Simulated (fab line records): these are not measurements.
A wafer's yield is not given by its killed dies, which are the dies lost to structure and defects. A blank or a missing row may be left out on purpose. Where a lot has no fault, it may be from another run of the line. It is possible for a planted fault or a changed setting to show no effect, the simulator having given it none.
Comparing a struck lot with a sound one :: flow sfqLine :: 41 out of 325 route steps
Sound: wafers L633.1, L633.4, L633.6. Struck: wafer L645.1 (left out: L645.3, L645.5 of the same lot, which were not struck); the cause appears at the end.
Order at every step that has rows: each side's tool, ch and its chambers, its first start. Under that, the readings that differ: sound wafers :: struck wafers :: difference of the means :: sigmas: that difference in standard deviations of wafers without a fault.
alike: words and numbers the same on both sides, and readings whose means are apart by under 2 such deviations; not compared: readings that were withheld, readings missing a value for some wafer, numbers with overlapping values and no deviation given by the record, and bounds like >300 which may hide the same value.
A row with sigmas, a row that says differs or no value, or rows on one side alone: a step with any of these is where the two part. When numbers do not overlap yet have no deviation, they are printed without sigmas and do not part them. A reading missing from all wafers of one side parts the sides only when that side holds two or more wafers.

first, 6 steps without rows for these wafers: SFQ_TRILAYER_I6_VIA_LITHO_COAT_174 (resist thk 62 nm); SFQ_TRILAYER_I6_VIA_LITHO_COAT_169 (resist thk 650 nm); SFQ_TRILAYER_I6_VIA_LITHO_SOFTBAKE_173; SFQ_TRILAYER_I6_VIA_LITHO_EXPOSE_170 (exposes mask I6, target cd 700 nm); SFQ_TRILAYER_I6_VIA_LITHO_PEB_172 (peb time 60 s); SFQ_TRILAYER_I6_VIA_LITHO_DEVELOP_171 (time 60 s).
SFQ_I6_OVL_MEAS_942:
  sound on overlay-01 at day 62 12:59; struck on overlay-01 at day 74 17:52
  alike: I6_OVL
then, 5 steps without rows for these wafers: SFQ_TRILAYER_I6_VIA_BARC_OPEN_VIA_ETCH_235 (etches BARC in O2, target depth 125 nm, time 41.7 s); SFQ_TRILAYER_I6_VIA_ETCH_VIA_ETCH_172 (etches SiO2 in CHF3, stops on Nb, target depth 260 nm); SFQ_TRILAYER_I6_VIA_STRIP_STRIP_173 (strips in O2); SFQ_TRILAYER_I6_VIA_STRIP_SOLV_CLEAN_174 (cleans in NMP, time 600 s); SFQ_TRILAYER_M7_DEP_PRE_CLEAN_176 (time 22.5 s).
SFQ_TRILAYER_M7_DEP_SPUTTER_175: material Nb, target thk 200 nm, time 133.3 s.
  sound on pvdSputter-03 at day 62 13:59; struck on pvdSputter-05 at day 74 18:52
reading: cathodeDcPowerW (W)
sound: 1999.7 1999.5 1999.8
struck: 2195.9
difference: +196.2
sigmas: +99 or more

reading: model.Nb_of_TRILAYER_M7_DEP_SPUTTER_175.thkNm (nm)
sound: 199.5 201.4 198
struck: 218.8
difference: +19.2
sigmas: 
  alike: throttleValvePct
SFQ_M7_RS_MEAS_943: uses a four-point probe to measure.
  sound on filmMetro-03 at day 62 14:04; struck on filmMetro-03 at day 74 19:14
reading: M7_NB_RS (ohm/sq)
sound: 0.894 0.884 0.900
struck: 0.814
difference: -0.079
sigmas: -9
  not compared: hold
then, 5 steps without rows for these wafers: SFQ_TRILAYER_M7_LITHO_COAT_177 (resist thk 600 nm); SFQ_TRILAYER_M7_LITHO_SOFTBAKE_181; SFQ_TRILAYER_M7_LITHO_EXPOSE_178 (exposes mask M7, target cd 500 nm); SFQ_TRILAYER_M7_LITHO_PEB_180 (peb time 60 s); SFQ_TRILAYER_M7_LITHO_DEVELOP_179 (time 60 s).
SFQ_M7_OVL_MEAS_945:
  sound on overlay-02 at day 67 14:04; struck on overlay-01 at day 75 02:11
  alike: M7_OVL
SFQ_TRILAYER_M7_BARC_OPEN_METAL_ETCH_229: etches BARC in O2, target depth 125 nm, time 41.7 s.
  sound on rieMetal-04 ch 1, day 67 14:05; struck on rieMetal-02 ch 1, day 75 02:13
  alike: chamberPressureMTorr, drypumpMotorCurrentA, oesProductAu
  not compared: rfHoursCounterH
SFQ_TRILAYER_M7_ETCH_METAL_ETCH_180: etches Nb in Cl2/Ar, stops on SiO2, target depth 240 nm, time 120 s.
  sound on rieMetal-04 ch 1, day 67 14:09; struck on rieMetal-02 ch 1, day 75 02:17
reading: oesProductAu (a.u.)
sound: 0.884 0.897 0.879
struck: 0.952
difference: +0.065
sigmas: +10
  alike: chamberPressureMTorr, drypumpMotorCurrentA
  not compared: rfHoursCounterH
then, 2 steps without rows for these wafers: SFQ_TRILAYER_M7_STRIP_STRIP_181 (strips in O2); SFQ_TRILAYER_M7_STRIP_SOLV_CLEAN_182 (cleans in NMP, time 600 s).
SFQ_TRILAYER_I7_DEP_PECVD_183: deposits SiO2 from SiH4/N2O, time 111.11 s, target thk 500 nm.
  sound on pecvd-04 ch 1,2, day 67 15:03; struck on pecvd-04 ch 1, day 75 03:47
  alike: heaterPowerW, throttleValvePct
SFQ_TRILAYER_I7_CMP_CMP_184: polishes SiO2.
  sound on cmp-02 ch 0,1,3, day 68 08:23; struck on cmp-02 ch 0, day 75 04:46
  alike: motorCurrentA, timeToEndpointS
SFQ_I7_BOW_MEAS_946:
  sound on filmMetro-01 at day 68 10:53; struck on filmMetro-01 at day 75 07:16
  alike: I7_BOW
SFQ_TRILAYER_I7_METRO_MEASURE_185:
  sound on filmMetro-01 at day 68 11:01; struck on filmMetro-01 at day 75 07:23
  alike: thkNm
then, 6 steps without rows for these wafers: SFQ_TRILAYER_I7_VIA_LITHO_COAT_192 (resist thk 62 nm); SFQ_TRILAYER_I7_VIA_LITHO_COAT_187 (resist thk 650 nm); SFQ_TRILAYER_I7_VIA_LITHO_SOFTBAKE_191; SFQ_TRILAYER_I7_VIA_LITHO_EXPOSE_188 (exposes mask I7, target cd 1000 nm); SFQ_TRILAYER_I7_VIA_LITHO_PEB_190 (peb time 60 s); SFQ_TRILAYER_I7_VIA_LITHO_DEVELOP_189 (time 60 s).
SFQ_I7_OVL_MEAS_947:
  sound on overlay-01 at day 72 04:19; struck on overlay-02 at day 75 16:26
  alike: I7_OVL
then, 1 step without rows for these wafers: SFQ_TRILAYER_I7_VIA_BARC_OPEN_VIA_ETCH_260 (etches BARC in O2, target depth 125 nm, time 41.7 s).
SFQ_TRILAYER_I7_VIA_ETCH_VIA_ETCH_190: etches SiO2 in CHF3, stops on Nb, target depth 260 nm.
  sound on rieDiel-03 ch 0,1,2, day 72 04:23; struck on rieDiel-02 ch 2, day 75 16:31
  alike: chamberPressureMTorr, drypumpMotorCurrentA, oesProductAu
then, 3 steps without rows for these wafers: SFQ_TRILAYER_I7_VIA_STRIP_STRIP_191 (strips in O2); SFQ_TRILAYER_I7_VIA_STRIP_SOLV_CLEAN_192 (cleans in NMP, time 600 s); SFQ_TRILAYER_M8_LITHO_LOR_COAT_197.
-- the record jumps here: 4 days lie between the struck wafers' starts before and after --
SFQ_M8_BOW_MEAS_951:
  sound on filmMetro-03 at day 76 21:42; struck on filmMetro-03 at day 79 21:53
reading: model.etest.m7.ohmUm
sound: 1.788 1.766 1.8
struck: 1.646
difference: -0.139
sigmas: 

reading: model.etest.i6.linkOhm
sound: 1.889 1.878 1.902
struck: 1.806
difference: -0.084
sigmas: 

reading: model.etest.i7.linkOhm
sound: 1.05 1.042 1.059
struck: 0.9741
difference: -0.0762
sigmas: 

reading: model.etest.m7.ohmSq
sound: 0.8925 0.8841 0.8992
struck: 0.8136
difference: -0.0783
sigmas: 
  alike: M8_BOW

WHERE THEY PART
First at SFQ_TRILAYER_M7_DEP_SPUTTER_175; last, within this record, at SFQ_TRILAYER_M7_ETCH_METAL_ETCH_180. Later steps at which nothing parts them and some readings are alike: SFQ_TRILAYER_I7_DEP_PECVD_183, SFQ_TRILAYER_I7_CMP_CMP_184, SFQ_I7_BOW_MEAS_946, SFQ_TRILAYER_I7_METRO_MEASURE_185, SFQ_I7_OVL_MEAS_947, SFQ_TRILAYER_I7_VIA_ETCH_VIA_ETCH_190, SFQ_M8_BOW_MEAS_951.

WHY: the cause the simulator had injected
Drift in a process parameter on pvdSputter-05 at SFQ_TRILAYER_M7_DEP_SPUTTER_175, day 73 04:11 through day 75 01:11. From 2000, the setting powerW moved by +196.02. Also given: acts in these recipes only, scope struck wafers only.
